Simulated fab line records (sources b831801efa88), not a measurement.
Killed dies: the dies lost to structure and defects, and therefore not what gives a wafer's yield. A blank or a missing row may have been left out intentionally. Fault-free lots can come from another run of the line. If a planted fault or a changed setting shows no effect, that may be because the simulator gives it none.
fab line records	flow gf180mcu	part 1 of 2: steps 1 to 24 of 32
record: lots: 5	wafers: 15	last-day: 33
route steps=602 shown M2@370 V2@382
lots with no fault: from the same line, run without faults
start-h: the number of hours between the record's first day and the start of the first shown wafer of the lot	wait-h: time in hours since the lot's previous step	" the same as in the row above	L1.1+2: several wafers, shown together as one row	- no value, or no start given	* or withheld: withheld	< > ~ a bound
route shown NAME@n: names a module that has steps shown in the file, with the first one's number in the route	usual: mean and standard deviation over wafers with no fault	same: alike in all rows	chamber/n: place in a boat	sites: each site's reading	_std_site: their standard deviation	_edge_site: mean of outer sites minus mean of inner sites	radius-mm: for every site, how far away it sits from the centre of the wafer	mask NAME#n: copy n	behind: tool/chamber where the wafer was last shaped	hold: cause of the lot's hold/its duration in hours/its outcome	device: whichever transistor did not switch (one of n, p or np)	end of line: the route-end tests of the same wafers	where a step has no rows: the recipe by itself	killed: at the first sort, the dies lost to defects and structure; wafer yield is something else	map: the dies of a wafer, with x for killed, . for not killed, _ for no die there
set.NAME: the run value of the setting; set.NAME@STEP: its run value at that earlier step	model.NAME: the simulator's own value behind a step, which no gauge read
lots at some steps of the route; a table a step, a row a wafer
services: the hour from which a tool's chamber was out of use, counted from the record's first day as start-h (under 0 if before that day), plus the number of hours and why
== steps ==
step: GF_M2_HMDS_08
recipe: prime-time-s: 60	prime-temp-c: 120
usual: prime-temp-c: 120.00/0.13	resist-line-temp-C: 23.01/0.11
lot.wafer	tool	chamber	start-h	wait-h	prime-temp-c	resist-line-temp-C
L080.1	litho-track-01	0	476.87	0.1	120.08	22.97
L080.2	"	0	"	"	119.84	23.14
L080.4	"	0	"	"	120.11	22.96
L082.1	litho-track-02	0	501.60	0.1	119.82	22.94
L082.2	"	0	"	"	119.82	22.89
L082.6	"	0	"	"	119.94	22.96
L084.1	litho-track-03	0	531.29	0.1	119.96	22.96
L084.3	"	0	"	"	120.07	23.24
L084.4	"	0	"	"	120.20	23.10
L086.2	litho-track-01	0	544.80	0.1	119.80	23.04
L086.5	"	0	"	"	119.71	22.98
L086.6	"	0	"	"	119.92	23.12
L094.1	litho-track-02	0	595.80	0.1	119.91	22.91
L094.5	"	0	"	"	119.98	22.94
L094.6	"	0	"	"	120.06	23.06
step: GF_M2_COAT_09
recipe: resist: KrF	spin-rpm: withheld	resist-thk-nm: 1000
usual: resist-line-temp-C: 22.99/0.1
lot.wafer	tool	chamber	start-h	wait-h	resist-line-temp-C
L080.1	litho-track-01	0	477.02	0.1	23.02
L080.2	"	0	"	"	23.10
L080.4	"	0	"	"	23.19
L082.1	litho-track-02	0	501.75	0.1	23.21
L082.2	"	0	"	"	23.04
L082.6	"	0	"	"	23.00
L084.1	litho-track-03	0	531.44	0.1	22.90
L084.3	"	0	"	"	23.06
L084.4	"	0	"	"	23.01
L086.2	litho-track-01	0	544.95	0.1	23.10
L086.5	"	0	"	"	23.14
L086.6	"	0	"	"	23.03
L094.1	litho-track-02	0	595.95	0.1	22.87
L094.5	"	0	"	"	22.90
L094.6	"	0	"	"	22.83
step: GF_M2_SOFTBAKE_10
recipe: temp-c: 130	time-s: 60	resist: KrF
usual: resist-line-temp-C: 22.99/0.11
lot.wafer	tool	chamber	start-h	wait-h	resist-line-temp-C
L080.1	litho-track-01	0	477.17	0.1	23.02
L080.2	"	0	"	"	23.16
L080.4	"	0	"	"	23.07
L082.1	litho-track-02	0	501.90	0.1	23.03
L082.2	"	0	"	"	23.09
L082.6	"	0	"	"	22.99
L084.1	litho-track-03	0	531.59	0.1	22.90
L084.3	"	0	"	"	22.93
L084.4	"	0	"	"	22.99
L086.2	litho-track-01	0	545.10	0.1	23.05
L086.5	"	0	"	"	23.13
L086.6	"	0	"	"	23.23
L094.1	litho-track-02	0	596.10	0.1	23.12
L094.5	"	0	"	"	23.17
L094.6	"	0	"	"	23.08
step: GF_M2_EXPOSE_11
recipe: mask-id: Metal2	target-cd-nm: 280	na: 0.68	source-shape: conventional	sigma-outer: 0.6	dose-mj: 28
usual: stage-vel-mm-s: 499.98/0.22
lot.wafer	tool	chamber	start-h	wait-h	mask	stage-vel-mm-s
L080.1	krf-scanner-02	0	-	-	Metal2#0	499.75
L080.2	"	0	"	"	Metal2#0	499.82
L080.4	"	0	"	"	Metal2#0	500.35
L082.1	krf-scanner-01	0	-	-	Metal2#0	500.17
L082.2	"	0	"	"	Metal2#0	499.59
L082.6	"	0	"	"	Metal2#0	499.77
L084.1	krf-scanner-02	0	-	-	Metal2#0	500.23
L084.3	"	0	"	"	Metal2#0	500.17
L084.4	"	0	"	"	Metal2#0	499.98
L086.2	krf-scanner-01	0	-	-	Metal2#0	500.16
L086.5	"	0	"	"	Metal2#0	499.68
L086.6	"	0	"	"	Metal2#0	500.11
L094.1	krf-scanner-01	0	-	-	Metal2#0	499.88
L094.5	"	0	"	"	Metal2#0	499.80
L094.6	"	0	"	"	Metal2#0	499.78
step: GF_M2_PEB_12
recipe: peb-temp-c: 135	peb-time-s: 90	resist: KrF
usual: resist-line-temp-C: 22.97/0.1
lot.wafer	tool	chamber	start-h	wait-h	resist-line-temp-C
L080.1	litho-track-03	0	-	-	22.96
L080.2	"	0	"	"	23.11
L080.4	"	0	"	"	23.19
L082.1	litho-track-03	0	-	-	22.94
L082.2	"	0	"	"	23.04
L082.6	"	0	"	"	23.09
L084.1	litho-track-03	0	-	-	22.87
L084.3	"	0	"	"	23.07
L084.4	"	0	"	"	23.07
L086.2	litho-track-02	0	-	-	22.98
L086.5	"	0	"	"	22.97
L086.6	"	0	"	"	22.85
L094.1	litho-track-03	0	-	-	22.94
L094.5	"	0	"	"	23.09
L094.6	"	0	"	"	22.84
step: GF_M2_DEVELOP_13
recipe: develop-time-s: 60	dev-temp-c: 21
usual: resist-line-temp-C: 22.99/0.11
same: develop-time-s: 60
lot.wafer	tool	chamber	start-h	wait-h	resist-line-temp-C
L080.1	litho-track-03	0	488.94	0.2	22.95
L080.2	"	0	"	"	22.84
L080.4	"	0	"	"	22.93
L082.1	litho-track-03	0	513.69	0.2	22.84
L082.2	"	0	"	"	23.00
L082.6	"	0	"	"	22.97
L084.1	litho-track-03	0	543.14	0.2	23.09
L084.3	"	0	"	"	23.10
L084.4	"	0	"	"	23.01
L086.2	litho-track-02	0	556.37	0.2	23.04
L086.5	"	0	"	"	22.99
L086.6	"	0	"	"	22.99
L094.1	litho-track-03	0	606.69	0.2	22.94
L094.5	"	0	"	"	22.94
L094.6	"	0	"	"	23.10
step: GF_M2_CD_MEAS_14
recipe: target-cd-nm: 280
usual: cd-nm: 279.8/1.3
lot.wafer	tool	chamber	start-h	wait-h	cd-nm
L080.1	cd-sem-01	-	489.09	0.1	280.1
L080.2	"	-	"	"	280.0
L080.4	"	-	"	"	280.2
L082.1	cd-sem-01	-	513.84	0.1	280.4
L082.2	"	-	"	"	280.5
L082.6	"	-	"	"	280.4
L084.1	cd-sem-01	-	543.29	0.1	282.1
L084.3	"	-	"	"	281.7
L084.4	"	-	"	"	281.8
L086.2	cd-sem-01	-	556.52	0.1	278.7
L086.5	"	-	"	"	278.9
L086.6	"	-	"	"	279.8
L094.1	cd-sem-01	-	606.84	0.1	278.1
L094.5	"	-	"	"	279.1
L094.6	"	-	"	"	278.8
step: GF_M2_OVL_MEAS_15
usual: M2_OVL: 2/6.1
lot.wafer	tool	chamber	start-h	wait-h	M2_OVL[nm]
L080.1	overlay-02	-	489.21	0.1	2
L080.2	"	-	"	"	8
L080.4	"	-	"	"	6
L082.1	overlay-02	-	513.96	0.1	6
L082.2	"	-	"	"	-6
L082.6	"	-	"	"	-12
L084.1	overlay-02	-	543.41	0.1	6
L084.3	"	-	"	"	7
L084.4	"	-	"	"	9
L086.2	overlay-01	-	556.62	0.1	-6
L086.5	"	-	"	"	-8
L086.6	"	-	"	"	5
L094.1	overlay-01	-	606.96	0.1	1
L094.5	"	-	"	"	-2
L094.6	"	-	"	"	-10
step: GF_M2_METAL_ETCH_16
recipe: chemistry: Cl2/BCl3	mask-material: KrF	target-depth-nm: 627.5	stop-on: SiO2	pressure-mtorr: 8.278	icp-w: 800	bias-w: 140	Cl2_flow_sccm: 80	bcl3-flow-sccm: 40	time-s: 104.6
usual: chamber-pressure-mTorr: 8.278/0.0075	drypump-motor-current-A: 5.8/0.32	oes-product-au: 0.974/0.0062	throttle-valve-pct: 27.701/0.0099
lot.wafer	tool	chamber	start-h	wait-h	chamber-pressure-mTorr	drypump-motor-current-A	oes-product-au	rf-hours-counter-h	throttle-valve-pct
L080.1	rie-metal-04	1	489.25	0.0	8.274	6.4	0.963	9	27.694
L080.2	"	0	"	"	8.268	5.4	0.965	11	27.711
L080.4	"	0	"	"	8.292	5.4	0.965	-	27.715
L082.1	rie-metal-03	1	514.00	0.0	8.285	5.7	0.973	8	27.695
L082.2	"	0	"	"	8.267	5.6	0.983	7	27.691
L082.6	"	1	"	"	8.259	5.7	0.979	-	27.697
L084.1	rie-metal-03	1	543.44	0.0	8.284	5.7	0.954	9	27.709
L084.3	"	1	"	"	8.280	5.7	0.967	-	27.701
L084.4	"	0	"	"	8.288	5.6	0.967	-	27.699
L086.2	rie-metal-03	1	556.65	0.0	8.269	5.7	0.973	9	27.722
L086.5	"	0	"	"	8.267	5.6	0.974	-	27.695
L086.6	"	1	"	"	8.277	5.7	0.965	-	27.711
L094.1	rie-metal-04	0	606.99	0.0	8.269	5.4	0.979	1	27.696
L094.5	"	1	"	"	8.272	6.4	0.974	-	27.698
L094.6	"	0	"	"	8.288	5.4	0.973	-	27.702
step: GF_M2_STRIP_17
recipe: chemistry: O2/N2	power-w: 1400	pressure-mtorr: 1500	platen-temp-c: 250	o2-flow-sccm: 3000	n2-flow-sccm: 300	overash-fraction: 0.5
usual: chamber-pressure-mTorr: 1500.1/1.5	drypump-motor-current-A: 6.0/0.51	heater-power-w: 325/21	oes-product-au: 0.557/0.0046	strip-time-to-endpoint-s: 7.85/0.047
lot.wafer	tool	chamber	start-h	wait-h	chamber-pressure-mTorr	drypump-motor-current-A	heater-power-w	oes-product-au	rf-hours-counter-h	strip-time-to-endpoint-s
L080.1	plasma-asher-02	1	489.36	0.1	1499.2	6.5	306	0.557	86	7.86
L080.2	"	0	"	"	1500.2	5.7	314	0.559	86	7.92
L080.4	"	1	"	"	1501.9	6.5	298	0.562	-	7.92
L082.1	plasma-asher-01	1	514.11	0.1	1500.2	5.3	341	0.549	9	7.85
L082.2	"	0	"	"	1499.0	5.7	312	0.554	9	7.80
L082.6	"	1	"	"	1500.9	5.3	348	0.553	-	7.84
L084.1	plasma-asher-01	1	543.56	0.1	1501.8	5.3	360	0.564	10	7.88
L084.3	"	0	"	"	1499.9	5.7	308	0.568	-	7.90
L084.4	"	1	"	"	1498.6	5.3	341	0.551	-	7.84
L086.2	plasma-asher-03	1	556.76	0.1	1500.4	6.8	348	0.559	79	7.91
L086.5	"	1	"	"	1501.8	6.8	362	0.561	-	7.86
L086.6	"	0	"	"	1499.0	5.8	308	0.555	-	7.88
L094.1	plasma-asher-03	1	607.11	0.1	1496.5	6.8	353	0.554	83	7.85
L094.5	"	1	"	"	1501.1	6.7	361	0.556	-	7.81
L094.6	"	0	"	"	1499.0	5.8	311	0.555	-	7.86
step: GF_M2_STRIP_18
recipe: chemistry: post-etch-residue-remover	time-s: 1200	temp-c: 72.5
usual: bath-guard-temp-C: 72.3/0.67	temp-c: 72.52/0.13
lot.wafer	tool	chamber	start-h	wait-h	bath-guard-temp-C	temp-c
L080.1	wet-bench-01	1	489.46	0.1	73.2	72.45
L080.2	"	1	"	"	73.1	72.36
L080.4	"	1	"	"	73.2	72.40
L082.1	wet-bench-04	3	514.21	0.1	71.9	72.57
L082.2	"	3	"	"	71.3	72.59
L082.6	"	3	"	"	71.6	72.72
L084.1	wet-bench-04	2	543.66	0.1	72.5	72.64
L084.3	"	2	"	"	72.8	72.58
L084.4	"	2	"	"	72.6	72.83
L086.2	wet-bench-02	2	556.86	0.1	71.8	72.61
L086.5	"	2	"	"	72.0	72.52
L086.6	"	2	"	"	71.7	72.44
L094.1	wet-bench-01	2	607.21	0.1	71.8	72.50
L094.5	"	2	"	"	71.8	72.78
L094.6	"	2	"	"	71.9	72.66
step: GF_M2_CLEAN_19
recipe: chemistry: DIW	dry: n2-spin
lot.wafer	tool	chamber	start-h	wait-h
L080.1+2+4	wet-bench-04	2	489.80	0.0
L082.1+2+6	wet-bench-01	3	514.58	0.0
L084.1+3+4	wet-bench-02	0	544.00	0.0
L086.2+5+6	wet-bench-04	1	557.24	0.0
L094.1+5+6	wet-bench-04	1	607.55	0.0
step: GF_V2_CVD_00
recipe: material: SiO2	target-thk-nm: 600	sigma-open-frac: 0.3	temp-c: 400	time-s: 100	sih4-flow-sccm: 60	pressure-mtorr: 6
usual: susceptor-temp-C: 400.00/0.26
lot.wafer	tool	chamber	start-h	wait-h	susceptor-temp-C
L080.1	hdpcvd-01	0	489.89	0.0	400.34
L080.2	"	1	"	"	400.18
L080.4	"	2	"	"	400.34
L082.1	hdpcvd-02	0	514.67	0.0	399.62
L082.2	"	2	"	"	399.77
L082.6	"	0	"	"	399.68
L084.1	hdpcvd-02	0	544.09	0.0	399.48
L084.3	"	1	"	"	400.03
L084.4	"	0	"	"	399.79
L086.2	hdpcvd-01	1	557.34	0.0	399.73
L086.5	"	0	"	"	399.94
L086.6	"	1	"	"	399.97
L094.1	hdpcvd-01	0	607.64	0.0	400.58
L094.5	"	1	"	"	400.25
L094.6	"	0	"	"	400.21
step: GF_V2_THK_MEAS_01
recipe: reads: SiO2_of_V2_CVD_00
usual: V2_CVD_00_THK: 602/5
lot.wafer	tool	chamber	start-h	wait-h	V2_CVD_00_THK[nm]
L080.1	film-metro-01	-	489.96	0.0	601
L080.2	"	-	"	"	604
L080.4	"	-	"	"	595
L082.1	film-metro-03	-	514.74	0.0	601
L082.2	"	-	"	"	599
L082.6	"	-	"	"	609
L084.1	film-metro-01	-	544.16	0.0	602
L084.3	"	-	"	"	598
L084.4	"	-	"	"	604
L086.2	film-metro-02	-	557.42	0.0	606
L086.5	"	-	"	"	605
L086.6	"	-	"	"	601
L094.1	film-metro-02	-	607.71	0.0	605
L094.5	"	-	"	"	604
L094.6	"	-	"	"	600
step: GF_V2_CVD_02
recipe: material: SiO2	target-thk-nm: 850	precursor: TEOS	temp-c: 400	time-s: 94.851	rf-w: 600
usual: heater-power-w: 684/150	susceptor-temp-C: 399.98/0.21
lot.wafer	tool	chamber	start-h	wait-h	heater-power-w	susceptor-temp-C
L080.1	pecvd-04	1	490.02	0.1	587	400.12
L080.2	"	2	"	"	513	400.57
L080.4	"	2	"	"	559	399.72
L082.1	pecvd-04	0	514.80	0.1	476	399.66
L082.2	"	2	"	"	595	399.54
L082.6	"	0	"	"	520	399.68
L084.1	pecvd-01	1	544.22	0.1	629	399.86
L084.3	"	0	"	"	933	400.10
L084.4	"	1	"	"	705	399.89
L086.2	pecvd-01	0	557.47	0.0	1033	400.18
L086.5	"	2	"	"	770	400.02
L086.6	"	0	"	"	805	400.12
L094.1	pecvd-01	2	607.77	0.1	664	399.70
L094.5	"	2	"	"	727	399.54
L094.6	"	0	"	"	1016	400.18
step: GF_V2_THK_MEAS_03
recipe: reads: SiO2_of_V2_CVD_02
usual: V2_CVD_02_THK: 845/12
lot.wafer	tool	chamber	start-h	wait-h	V2_CVD_02_THK[nm]
L080.1	film-metro-03	-	490.09	0.0	842
L080.2	"	-	"	"	848
L080.4	"	-	"	"	872
L082.1	film-metro-03	-	514.87	0.0	839
L082.2	"	-	"	"	840
L082.6	"	-	"	"	868
L084.1	film-metro-03	-	544.29	0.0	852
L084.3	"	-	"	"	840
L084.4	"	-	"	"	859
L086.2	film-metro-03	-	557.55	0.0	835
L086.5	"	-	"	"	832
L086.6	"	-	"	"	843
L094.1	film-metro-02	-	607.84	0.0	832
L094.5	"	-	"	"	838
L094.6	"	-	"	"	840
step: GF_V2_CMP_04
recipe: material: SiO2	down-force-psi: 4	platen-rpm: 60	pad-velocity-m-s: 0.94248
usual: motor-current-A: 12.4/1	platen-rpm: 60.00/0.039	time-to-endpoint-s: 78/5
lot.wafer	tool	chamber	start-h	wait-h	motor-current-A	platen-rpm	time-to-endpoint-s
L080.1	cmp-02	2	490.15	0.1	12.4	59.94	75
L080.4	"	3	"	"	13.9	60.06	87
L080.2	"	1	"	"	11.3	60.07	82
L082.1	cmp-02	0	514.93	0.1	13.3	60.09	77
L082.2	"	2	"	"	12.5	60.00	73
L082.6	"	1	"	"	11.7	59.98	91
L084.4	cmp-02	2	544.40	0.1	12.1	60.05	81
L084.3	"	3	"	"	13.5	59.99	75
L084.1	"	0	"	"	13.4	59.96	83
L086.2	cmp-02	1	557.70	0.1	11.6	60.00	77
L086.5	"	3	"	"	13.6	60.02	77
L086.6	"	0	"	"	14.2	60.01	86
L094.1	cmp-01	2	608.00	0.1	12.1	60.02	73
L094.6	"	0	"	"	13.0	59.98	77
L094.5	"	1	"	"	12.1	60.07	77
step: GF_V2_BOW_MEAS_05
recipe: mode: bow
usual: V2_BOW: 101/8
lot.wafer	tool	chamber	start-h	wait-h	V2_BOW[um]
L080.1	film-metro-01	-	490.45	0.2	91
L080.2	"	-	"	"	100
L080.4	"	-	"	"	98
L082.1	film-metro-02	-	515.23	0.2	117
L082.2	"	-	"	"	109
L082.6	"	-	"	"	117
L084.1	film-metro-02	-	544.65	0.1	104
L084.3	"	-	"	"	89
L084.4	"	-	"	"	95
L086.2	film-metro-02	-	557.92	0.2	106
L086.5	"	-	"	"	91
L086.6	"	-	"	"	97
L094.1	film-metro-02	-	608.20	0.1	94
L094.5	"	-	"	"	98
L094.6	"	-	"	"	93
step: GF_V2_DEHYDRATE_06
recipe: temp-c: 200	time-s: 60
usual: resist-line-temp-C: 22.98/0.092
lot.wafer	tool	chamber	start-h	wait-h	resist-line-temp-C
L080.1	litho-track-04	0	501.69	11.2	23.16
L080.2	"	0	"	"	23.02
L080.4	"	0	"	"	22.94
L082.1	litho-track-01	0	525.97	10.7	23.09
L082.2	"	0	"	"	22.91
L082.6	"	0	"	"	23.12
L084.1	litho-track-04	0	555.79	11.1	22.94
L084.3	"	0	"	"	23.18
L084.4	"	0	"	"	23.01
L086.2	litho-track-01	0	568.60	10.7	23.08
L086.5	"	0	"	"	23.01
L086.6	"	0	"	"	23.00
L094.1	litho-track-02	0	617.60	9.4	22.79
L094.5	"	0	"	"	22.99
L094.6	"	0	"	"	23.01
step: GF_V2_HMDS_07
recipe: prime-time-s: 60	prime-temp-c: 120
usual: prime-temp-c: 120.00/0.13	resist-line-temp-C: 22.98/0.11
lot.wafer	tool	chamber	start-h	wait-h	prime-temp-c	resist-line-temp-C
L080.1	litho-track-04	0	501.84	0.1	120.11	23.16
L080.2	"	0	"	"	119.96	22.91
L080.4	"	0	"	"	120.01	22.92
L082.1	litho-track-01	0	526.12	0.1	120.01	23.08
L082.2	"	0	"	"	119.91	23.08
L082.6	"	0	"	"	120.03	23.11
L084.1	litho-track-04	0	555.94	0.1	119.91	23.06
L084.3	"	0	"	"	119.94	23.02
L084.4	"	0	"	"	119.92	23.10
L086.2	litho-track-01	0	568.75	0.1	119.88	23.03
L086.5	"	0	"	"	120.13	23.20
L086.6	"	0	"	"	120.12	22.96
L094.1	litho-track-02	0	617.75	0.1	120.17	23.04
L094.5	"	0	"	"	119.90	23.07
L094.6	"	0	"	"	120.05	22.92
step: GF_V2_COAT_08
recipe: resist: BARC	temp-c: withheld	time-s: withheld	spin-rpm: withheld	resist-thk-nm: withheld
usual: resist-line-temp-C: *
lot.wafer	tool	chamber	start-h	wait-h	resist-line-temp-C
L080.1	litho-track-04	0	501.99	0.1	*
L080.2	"	0	"	"	*
L080.4	"	0	"	"	*
L082.1	litho-track-01	0	526.27	0.1	*
L082.2	"	0	"	"	*
L082.6	"	0	"	"	*
L084.1	litho-track-04	0	556.09	0.1	*
L084.3	"	0	"	"	*
L084.4	"	0	"	"	*
L086.2	litho-track-01	0	568.90	0.1	*
L086.5	"	0	"	"	*
L086.6	"	0	"	"	*
L094.1	litho-track-02	0	617.90	0.1	*
L094.5	"	0	"	"	*
L094.6	"	0	"	"	*
step: GF_V2_COAT_09
recipe: resist: KrF	spin-rpm: withheld	resist-thk-nm: 1000
usual: resist-line-temp-C: 22.99/0.12
lot.wafer	tool	chamber	start-h	wait-h	resist-line-temp-C
L080.1	litho-track-04	0	-	-	23.22
L080.2	"	0	"	"	22.98
L080.4	"	0	"	"	23.00
L082.1	litho-track-01	0	-	-	22.73
L082.2	"	0	"	"	22.79
L082.6	"	0	"	"	22.79
L084.1	litho-track-04	0	-	-	22.86
L084.3	"	0	"	"	23.02
L084.4	"	0	"	"	23.02
L086.2	litho-track-01	0	-	-	23.04
L086.5	"	0	"	"	22.97
L086.6	"	0	"	"	23.15
L094.1	litho-track-02	0	-	-	22.99
L094.5	"	0	"	"	23.09
L094.6	"	0	"	"	23.16
step: GF_V2_SOFTBAKE_10
recipe: temp-c: 130	time-s: 60	resist: KrF
usual: resist-line-temp-C: 23.00/0.12
lot.wafer	tool	chamber	start-h	wait-h	resist-line-temp-C
L080.1	litho-track-04	0	-	-	23.19
L080.2	"	0	"	"	23.22
L080.4	"	0	"	"	23.38
L082.1	litho-track-01	0	-	-	23.09
L082.2	"	0	"	"	23.06
L082.6	"	0	"	"	22.95
L084.1	litho-track-04	0	-	-	22.82
L084.3	"	0	"	"	22.96
L084.4	"	0	"	"	22.84
L086.2	litho-track-01	0	-	-	22.73
L086.5	"	0	"	"	22.95
L086.6	"	0	"	"	22.88
L094.1	litho-track-02	0	-	-	22.81
L094.5	"	0	"	"	22.98
L094.6	"	0	"	"	22.94
step: GF_V2_EXPOSE_11
recipe: mask-id: Via2	target-cd-nm: 260	na: 0.68	source-shape: conventional	sigma-outer: 0.6	dose-mj: 38
usual: stage-vel-mm-s: 499.99/0.27
lot.wafer	tool	chamber	start-h	wait-h	mask	stage-vel-mm-s
L080.1	krf-scanner-02	0	-	-	Via2#0	500.31
L080.2	"	0	"	"	Via2#0	500.45
L080.4	"	0	"	"	Via2#0	500.20
L082.1	krf-scanner-02	0	-	-	Via2#0	499.52
L082.2	"	0	"	"	Via2#0	500.15
L082.6	"	0	"	"	Via2#0	500.30
L084.1	krf-scanner-01	0	-	-	Via2#0	500.06
L084.3	"	0	"	"	Via2#0	500.34
L084.4	"	0	"	"	Via2#0	499.82
L086.2	krf-scanner-01	0	-	-	Via2#0	499.92
L086.5	"	0	"	"	Via2#0	499.93
L086.6	"	0	"	"	Via2#0	499.78
L094.1	krf-scanner-01	0	-	-	Via2#0	500.20
L094.5	"	0	"	"	Via2#0	500.32
L094.6	"	0	"	"	Via2#0	500.31
